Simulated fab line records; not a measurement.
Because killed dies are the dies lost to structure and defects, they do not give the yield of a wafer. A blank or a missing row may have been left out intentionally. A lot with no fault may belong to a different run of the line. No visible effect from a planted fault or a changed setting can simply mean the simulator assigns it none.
fab line records + flow gf180mcu
record
- lots=14
- wafers=42
- lastDay=34
route steps=602 shown VT_IMPLANT@122 DUAL_GATE@144 POLY_GATE@171 HV_LDD@192
lots with no fault: from the same line, run without faults
startH: hours from the record's opening day to when the first of the lot's shown wafers began + waitH: time in hours since the lot's previous step + " as in the row above + L1.1+2: one row covering several wafers at once + - no value, or no start was given + * or withheld: withheld + < > ~ a bound
route shown NAME@n: NAME is a module with steps in the file, n the number in the route of the first one + usual: mean/standard deviation of fault-free wafers + same: alike in all rows + chamber/n: place in a boat + sites: the reading at each site + _std_site: the values' standard deviation + _edge_site: mean of outer sites minus mean of inner sites + radiusMm: how far each site lies from the wafer's centre + mask NAME#n: copy n + behind: the tool/chamber that last shaped the wafer + hold: the reason the lot was held/the length of the hold in hours/how it ended + device: which transistor (n, p or np) failed to switch + end of line: the tests these same wafers got at the end of their route + for a step that has no rows: nothing shown but its recipe + killed: dies lost to structure and defects at the first sort, not the wafer's yield + map: a wafer's dies, marking killed ones x, the rest . and places with no die _
set.NAME: the setting as run; set.NAME@STEP: as run at that earlier step + model.NAME: the simulator's own value behind a step, which no gauge read
a sample of lots followed through the steps of the route, with each step as a table and each wafer as a row
services: a tool's chamber out of use, with start hour (startH, from the record's first day; less than 0 if before it), hours out, and reason
## steps
# step GF_VT_IMPLANT_TW_MEAS_32
# usual
- VT_IMPLANT_3_TW=268.4/1.3
| lot.wafer | tool         | chamber | startH | waitH | VT_IMPLANT_3_TW |
|-----------|--------------|---------|--------|-------|-----------------|
| L880.1    | filmMetro-01 | -       | 137.98 | 0.1   | 271.6           |
| L880.4    | "            | -       | "      | "     | 269.1           |
| L880.6    | "            | -       | "      | "     | 270.1           |
| L881.1    | filmMetro-04 | -       | 144.21 | 0.1   | 268.2           |
| L881.2    | "            | -       | "      | "     | 267.8           |
| L881.4    | "            | -       | "      | "     | 267.6           |
| L883.2    | filmMetro-01 | -       | 158.63 | 0.1   | 270.7           |
| L883.4    | "            | -       | "      | "     | 269.5           |
| L883.5    | "            | -       | "      | "     | 269.2           |
| L884.2    | filmMetro-02 | -       | 163.34 | 0.1   | 267.0           |
| L884.3    | "            | -       | "      | "     | 266.0           |
| L884.4    | "            | -       | "      | "     | 267.1           |
| L888.1    | filmMetro-01 | -       | 197.63 | 0.1   | 269.6           |
| L888.2    | "            | -       | "      | "     | 270.2           |
| L888.6    | "            | -       | "      | "     | 269.3           |
| L889.1    | filmMetro-01 | -       | 212.53 | 0.1   | 271.9           |
| L889.2    | "            | -       | "      | "     | 270.2           |
| L889.5    | "            | -       | "      | "     | 269.3           |
| L892.1    | filmMetro-01 | -       | 229.38 | 0.1   | 269.9           |
| L892.3    | "            | -       | "      | "     | 268.4           |
| L892.6    | "            | -       | "      | "     | 269.3           |
| L895.2    | filmMetro-02 | -       | 245.94 | 0.1   | 268.6           |
| L895.3    | "            | -       | "      | "     | 267.7           |
| L895.4    | "            | -       | "      | "     | 266.2           |
| L898.1    | filmMetro-01 | -       | 260.03 | 0.1   | 268.8           |
| L898.3    | "            | -       | "      | "     | 267.8           |
| L898.4    | "            | -       | "      | "     | 268.2           |
| L899.1    | filmMetro-02 | -       | 264.68 | 0.1   | 269.9           |
| L899.2    | "            | -       | "      | "     | 269.9           |
| L899.6    | "            | -       | "      | "     | 268.5           |
| L900.1    | filmMetro-04 | -       | 269.93 | 0.1   | 267.0           |
| L900.3    | "            | -       | "      | "     | 267.0           |
| L900.6    | "            | -       | "      | "     | 268.0           |
| L901.2    | filmMetro-04 | -       | 278.54 | 0.1   | 266.9           |
| L901.3    | "            | -       | "      | "     | 267.6           |
| L901.5    | "            | -       | "      | "     | 267.5           |
| L902.1    | filmMetro-01 | -       | 285.86 | 0.1   | 268.0           |
| L902.3    | "            | -       | "      | "     | 267.1           |
| L902.4    | "            | -       | "      | "     | 267.9           |
| L903.2    | filmMetro-04 | -       | 291.64 | 0.1   | 267.8           |
| L903.4    | "            | -       | "      | "     | 268.3           |
| L903.6    | "            | -       | "      | "     | 267.4           |
# step GF_DUAL_GATE_THK_MEAS_03
# recipe
- reads=SiO2_of_DUAL_GATE_OXIDATION_02
# usual
- DUAL_GATE_OXIDATION_00_THK=10.93/0.21
| lot.wafer | tool         | chamber | startH | waitH | DUAL_GATE_OXIDATION_00_THK[nm] |
|-----------|--------------|---------|--------|-------|--------------------------------|
| L880.1    | filmMetro-02 | -       | 156.00 | 0.0   | 10.67                          |
| L880.4    | "            | -       | "      | "     | 11.02                          |
| L880.6    | "            | -       | "      | "     | 10.87                          |
| L881.1    | filmMetro-02 | -       | 163.88 | 0.0   | 11.29                          |
| L881.2    | "            | -       | "      | "     | 11.11                          |
| L881.4    | "            | -       | "      | "     | 11.17                          |
| L883.2    | filmMetro-02 | -       | 177.36 | 0.0   | 11.16                          |
| L883.4    | "            | -       | "      | "     | 11.26                          |
| L883.5    | "            | -       | "      | "     | 10.96                          |
| L884.2    | filmMetro-03 | -       | 183.20 | 0.0   | 10.80                          |
| L884.3    | "            | -       | "      | "     | 10.69                          |
| L884.4    | "            | -       | "      | "     | 10.87                          |
| L888.1    | filmMetro-03 | -       | 218.00 | 0.0   | 11.16                          |
| L888.2    | "            | -       | "      | "     | 11.24                          |
| L888.6    | "            | -       | "      | "     | 11.37                          |
| L889.1    | filmMetro-04 | -       | 233.21 | 0.0   | 10.71                          |
| L889.2    | "            | -       | "      | "     | 10.85                          |
| L889.5    | "            | -       | "      | "     | 10.88                          |
| L892.1    | filmMetro-02 | -       | 250.20 | 0.0   | 10.85                          |
| L892.3    | "            | -       | "      | "     | 10.93                          |
| L892.6    | "            | -       | "      | "     | 10.84                          |
| L895.2    | filmMetro-03 | -       | 267.97 | 0.0   | 11.11                          |
| L895.3    | "            | -       | "      | "     | 11.16                          |
| L895.4    | "            | -       | "      | "     | 11.10                          |
| L898.1    | filmMetro-02 | -       | 281.63 | 0.0   | 10.68                          |
| L898.3    | "            | -       | "      | "     | 10.51                          |
| L898.4    | "            | -       | "      | "     | 10.84                          |
| L899.1    | filmMetro-04 | -       | 289.62 | 0.0   | 10.86                          |
| L899.2    | "            | -       | "      | "     | 10.70                          |
| L899.6    | "            | -       | "      | "     | 10.89                          |
| L900.1    | filmMetro-04 | -       | 293.13 | 0.0   | 10.92                          |
| L900.3    | "            | -       | "      | "     | 11.03                          |
| L900.6    | "            | -       | "      | "     | 10.87                          |
| L901.2    | filmMetro-04 | -       | 301.09 | 0.0   | 10.68                          |
| L901.3    | "            | -       | "      | "     | 10.55                          |
| L901.5    | "            | -       | "      | "     | 10.54                          |
| L902.1    | filmMetro-04 | -       | 307.96 | 0.0   | 11.12                          |
| L902.3    | "            | -       | "      | "     | 11.14                          |
| L902.4    | "            | -       | "      | "     | 11.05                          |
| L903.2    | filmMetro-02 | -       | 315.07 | 0.0   | 10.66                          |
| L903.4    | "            | -       | "      | "     | 10.67                          |
| L903.6    | "            | -       | "      | "     | 10.86                          |
# step GF_POLY_GATE_STRIP_14
# recipe
- chemistry=O2/N2
- powerW=1400
- pressureMtorr=1500
- platenTempC=250
- o2FlowSccm=3000
- n2FlowSccm=300
- overashFraction=0.5
# usual
- drypumpMotorCurrentA=6.2/0.38
- heaterPowerW=328/38
- oesProductAu=0.504/0.0045
| lot.wafer | tool           | chamber | startH | waitH | drypumpMotorCurrentA | heaterPowerW | oesProductAu | rfHoursCounterH |
|-----------|----------------|---------|--------|-------|----------------------|--------------|--------------|-----------------|
| L880.1    | plasmaAsher-04 | 1       | 192.49 | 0.0   | 6.0                  | 293          | 0.503        | 38              |
| L880.4    | "              | 0       | "      | "     | 5.9                  | 290          | 0.508        | -               |
| L880.6    | "              | 1       | "      | "     | 6.0                  | 294          | 0.508        | -               |
| L881.1    | plasmaAsher-03 | 0       | 200.01 | 0.0   | 5.5                  | 302          | 0.504        | 9               |
| L881.2    | "              | 1       | "      | "     | 6.6                  | 396          | 0.507        | 9               |
| L881.4    | "              | 1       | "      | "     | 6.6                  | 403          | 0.502        | -               |
| L883.2    | plasmaAsher-04 | 0       | 214.94 | 0.0   | 6.0                  | 294          | 0.504        | 40              |
| L883.4    | "              | 1       | "      | "     | 6.0                  | 293          | 0.511        | -               |
| L883.5    | "              | 1       | "      | "     | 6.0                  | 288          | 0.501        | -               |
| L884.2    | plasmaAsher-01 | 0       | 222.21 | 0.0   | 6.6                  | 311          | 0.509        | 56              |
| L884.3    | "              | 1       | "      | "     | 6.3                  | 369          | 0.507        | -               |
| L884.4    | "              | 0       | "      | "     | 6.6                  | 318          | 0.502        | -               |
| L888.1    | plasmaAsher-03 | 1       | 258.19 | 0.0   | 6.6                  | 388          | 0.490        | 14              |
| L888.2    | "              | 0       | "      | "     | 5.6                  | 301          | 0.502        | 14              |
| L888.6    | "              | 1       | "      | "     | 6.6                  | 398          | 0.500        | -               |
| L889.1    | plasmaAsher-03 | 0       | 274.29 | 0.0   | 5.6                  | 307          | 0.501        | 16              |
| L889.2    | "              | 1       | "      | "     | 6.6                  | 391          | 0.494        | 16              |
| L889.5    | "              | 0       | "      | "     | 5.6                  | 304          | 0.502        | -               |
| L892.1    | plasmaAsher-04 | 0       | 292.04 | 0.0   | 5.9                  | 291          | 0.504        | 49              |
| L892.3    | "              | 1       | "      | "     | 6.0                  | 299          | 0.507        | -               |
| L892.6    | "              | 0       | "      | "     | 5.9                  | 282          | 0.508        | -               |
| L895.2    | plasmaAsher-04 | 0       | 312.89 | 0.0   | 6.0                  | 289          | 0.509        | 52              |
| L895.3    | "              | 0       | "      | "     | 5.9                  | 286          | 0.509        | -               |
| L895.4    | "              | 1       | "      | "     | 6.0                  | 300          | 0.505        | -               |
| L898.1    | plasmaAsher-03 | 0       | 326.09 | 0.0   | 5.6                  | 303          | 0.498        | 22              |
| L898.3    | "              | 1       | "      | "     | 6.6                  | 395          | 0.506        | -               |
| L898.4    | "              | 0       | "      | "     | 5.6                  | 296          | 0.511        | -               |
| L899.1    | plasmaAsher-01 | 0       | 332.76 | 0.0   | 6.6                  | 302          | 0.508        | 68              |
| L899.2    | "              | 1       | "      | "     | 6.3                  | 362          | 0.502        | 68              |
| L899.6    | "              | 1       | "      | "     | 6.2                  | 365          | 0.504        | -               |
| L900.1    | plasmaAsher-01 | 0       | 338.94 | 0.0   | 6.6                  | 300          | 0.507        | 69              |
| L900.3    | "              | 1       | "      | "     | 6.3                  | 376          | 0.510        | -               |
| L900.6    | "              | 1       | "      | "     | 6.3                  | 367          | 0.508        | -               |
| L901.2    | plasmaAsher-04 | 1       | 346.39 | 0.0   | 6.0                  | 295          | 0.506        | 55              |
| L901.3    | "              | 0       | "      | "     | 6.0                  | 296          | 0.501        | -               |
| L901.5    | "              | 1       | "      | "     | 5.9                  | 294          | 0.503        | -               |
| L902.1    | plasmaAsher-04 | 1       | 353.16 | 0.0   | 6.0                  | 291          | 0.508        | 55              |
| L902.3    | "              | 1       | "      | "     | 6.0                  | 297          | 0.508        | -               |
| L902.4    | "              | 0       | "      | "     | 6.0                  | 296          | 0.498        | -               |
| L903.2    | plasmaAsher-03 | 1       | 362.39 | 0.0   | 6.6                  | 397          | 0.504        | 26              |
| L903.4    | "              | 1       | "      | "     | 6.7                  | 392          | 0.506        | -               |
| L903.6    | "              | 1       | "      | "     | 6.6                  | 383          | 0.507        | -               |
# step GF_HV_LDD_EXPOSE_16
# recipe
- maskId=Pplus_LV_AREA
- targetCdNm=400
- na=0.6
- sourceShape=conventional
- sigmaOuter=0.6
- doseMj=140
# usual
- exposureDoseMJCm2=139.99/0.13
- focusOffsetNm=-0.1/0.53
| lot.wafer | tool            | chamber | startH | waitH | mask            | exposureDoseMJCm2 | focusOffsetNm |
|-----------|-----------------|---------|--------|-------|-----------------|-------------------|---------------|
| L880.1    | ilineStepper-01 | 0       | 220.32 | -     | Pplus_LV_AREA#0 | 140.27            | 0.5           |
| L880.4    | "               | 0       | "      | "     | Pplus_LV_AREA#0 | 139.95            | -0.6          |
| L880.6    | "               | 0       | "      | "     | Pplus_LV_AREA#0 | 140.26            | -0.6          |
| L881.1    | ilineStepper-01 | 0       | 228.82 | -     | Pplus_LV_AREA#0 | 140.19            | 0.1           |
| L881.2    | "               | 0       | "      | "     | Pplus_LV_AREA#0 | 140.12            | 0.0           |
| L881.4    | "               | 0       | "      | "     | Pplus_LV_AREA#0 | 140.02            | 0.3           |
| L883.2    | ilineStepper-02 | 0       | 244.12 | -     | Pplus_LV_AREA#0 | 139.93            | -0.3          |
| L883.4    | "               | 0       | "      | "     | Pplus_LV_AREA#0 | 139.92            | -0.3          |
| L883.5    | "               | 0       | "      | "     | Pplus_LV_AREA#0 | 140.09            | -0.9          |
| L884.2    | ilineStepper-02 | 0       | 251.21 | -     | Pplus_LV_AREA#0 | 140.03            | 0.0           |
| L884.3    | "               | 0       | "      | "     | Pplus_LV_AREA#0 | 140.00            | -0.4          |
| L884.4    | "               | 0       | "      | "     | Pplus_LV_AREA#0 | 140.00            | -1.2          |
| L888.1    | ilineStepper-02 | -       | 289.92 | -     | Pplus_LV_AREA#0 | -                 | -             |
| L888.2    | "               | -       | "      | "     | Pplus_LV_AREA#0 | -                 | -             |
| L888.6    | "               | -       | "      | "     | Pplus_LV_AREA#0 | -                 | -             |
| L889.1    | ilineStepper-02 | -       | 305.35 | -     | Pplus_LV_AREA#0 | -                 | -             |
| L889.2    | "               | -       | "      | "     | Pplus_LV_AREA#0 | -                 | -             |
| L889.5    | "               | -       | "      | "     | Pplus_LV_AREA#0 | -                 | -             |
| L892.1    | ilineStepper-02 | 0       | 324.85 | -     | Pplus_LV_AREA#0 | 139.89            | 0.0           |
| L892.3    | "               | 0       | "      | "     | Pplus_LV_AREA#0 | 139.94            | -0.2          |
| L892.6    | "               | 0       | "      | "     | Pplus_LV_AREA#0 | 139.87            | -0.4          |
| L895.2    | ilineStepper-02 | 0       | 347.34 | -     | Pplus_LV_AREA#0 | 139.98            | -1.1          |
| L895.3    | "               | 0       | "      | "     | Pplus_LV_AREA#0 | 139.95            | -0.4          |
| L895.4    | "               | 0       | "      | "     | Pplus_LV_AREA#0 | 139.91            | -0.6          |
| L898.1    | ilineStepper-01 | 0       | 361.57 | -     | Pplus_LV_AREA#0 | 139.88            | 0.5           |
| L898.3    | "               | 0       | "      | "     | Pplus_LV_AREA#0 | 139.80            | -0.3          |
| L898.4    | "               | 0       | "      | "     | Pplus_LV_AREA#0 | 139.89            | -0.2          |
| L899.1    | ilineStepper-01 | 0       | 367.67 | -     | Pplus_LV_AREA#0 | 139.99            | -0.9          |
| L899.2    | "               | 0       | "      | "     | Pplus_LV_AREA#0 | 140.07            | -0.6          |
| L899.6    | "               | 0       | "      | "     | Pplus_LV_AREA#0 | 140.11            | -1.0          |
| L900.1    | ilineStepper-01 | 0       | 373.39 | -     | Pplus_LV_AREA#0 | 140.14            | -0.5          |
| L900.3    | "               | 0       | "      | "     | Pplus_LV_AREA#0 | 140.12            | -0.1          |
| L900.6    | "               | 0       | "      | "     | Pplus_LV_AREA#0 | 140.26            | -0.5          |
| L901.2    | ilineStepper-01 | 0       | 381.56 | -     | Pplus_LV_AREA#0 | 139.82            | -0.6          |
| L901.3    | "               | 0       | "      | "     | Pplus_LV_AREA#0 | 140.08            | 0.2           |
| L901.5    | "               | 0       | "      | "     | Pplus_LV_AREA#0 | 139.96            | 0.2           |
| L902.1    | ilineStepper-02 | 0       | 389.05 | -     | Pplus_LV_AREA#0 | 139.91            | 0.6           |
| L902.3    | "               | 0       | "      | "     | Pplus_LV_AREA#0 | 140.01            | 0.6           |
| L902.4    | "               | 0       | "      | "     | Pplus_LV_AREA#0 | 139.73            | 0.5           |
| L903.2    | ilineStepper-02 | 0       | 398.04 | -     | Pplus_LV_AREA#0 | 140.16            | 0.1           |
| L903.4    | "               | 0       | "      | "     | Pplus_LV_AREA#0 | 140.05            | -0.6          |
| L903.6    | "               | 0       | "      | "     | Pplus_LV_AREA#0 | 139.88            | -0.8          |
## services
| tool            | chamber | startH | hours | kind        |
|-----------------|---------|--------|-------|-------------|
| plasmaAsher-01  | -       | 185.93 | 14.6  | pm          |
| ilineStepper-02 | 0       | 192.69 | -     | calibration |
| ilineStepper-01 | 0       | 218.96 | -     | calibration |
| plasmaAsher-03  | -       | 221.78 | 14.6  | pm          |
| plasmaAsher-04  | -       | 232.34 | 2.2   | repair      |
| ilineStepper-01 | -       | 286.49 | 28.9  | pm          |
| ilineStepper-02 | -       | 315.38 | 1.7   | pm          |
| ilineStepper-02 | -       | 347.60 | 0.6   | repair      |
| plasmaAsher-01  | -       | 381.19 | 9.3   | pm          |
| ilineStepper-01 | -       | 383.40 | 1.7   | pm          |
| plasmaAsher-03  | -       | 387.52 | 15.4  | repair      |
## key
firstSign
- step=GF_HV_LDD_EXPOSE_16
- reading=toolRecord
- direction=missing
effect none on later readings
metAt GF_HV_LDD_EXPOSE_16
struckLots L888,L889
laterRowsLeftOut L888.1,L888.2,L888.6,L889.1,L889.2,L889.5
sortLeftOut L888.1,L888.2,L888.6,L889.1,L889.2,L889.5
testerLeftOut L888,L889
notActingAt GF_VT_IMPLANT_TW_MEAS_32,GF_DUAL_GATE_THK_MEAS_03,GF_POLY_GATE_STRIP_14
onsetBetween 251.21 289.92
fault
- kind=skippedStepWhole
- tool=ilineStepper-02
- chamber=-
- onsetH=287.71
- steps=GF_HV_LDD_EXPOSE_16
- scope=struckLotsOnly
# testerLeftOut: of these lots the tester's yield and bins aren't shown, on N5 and GAA mostly nor the transistor test; their killed dies are dies lost to structure and defects alone, not to doping, threshold or leakage, so they don't give the yield
# sortLeftOut: the simulated sort isn't trusted on such a fault, so these wafers' sort isn't shown, and their yield isn't known
# laterRowsLeftOut: the simulator's readings of these wafers behind a module that went badly wrong aren't trusted and aren't shown, but for the sort
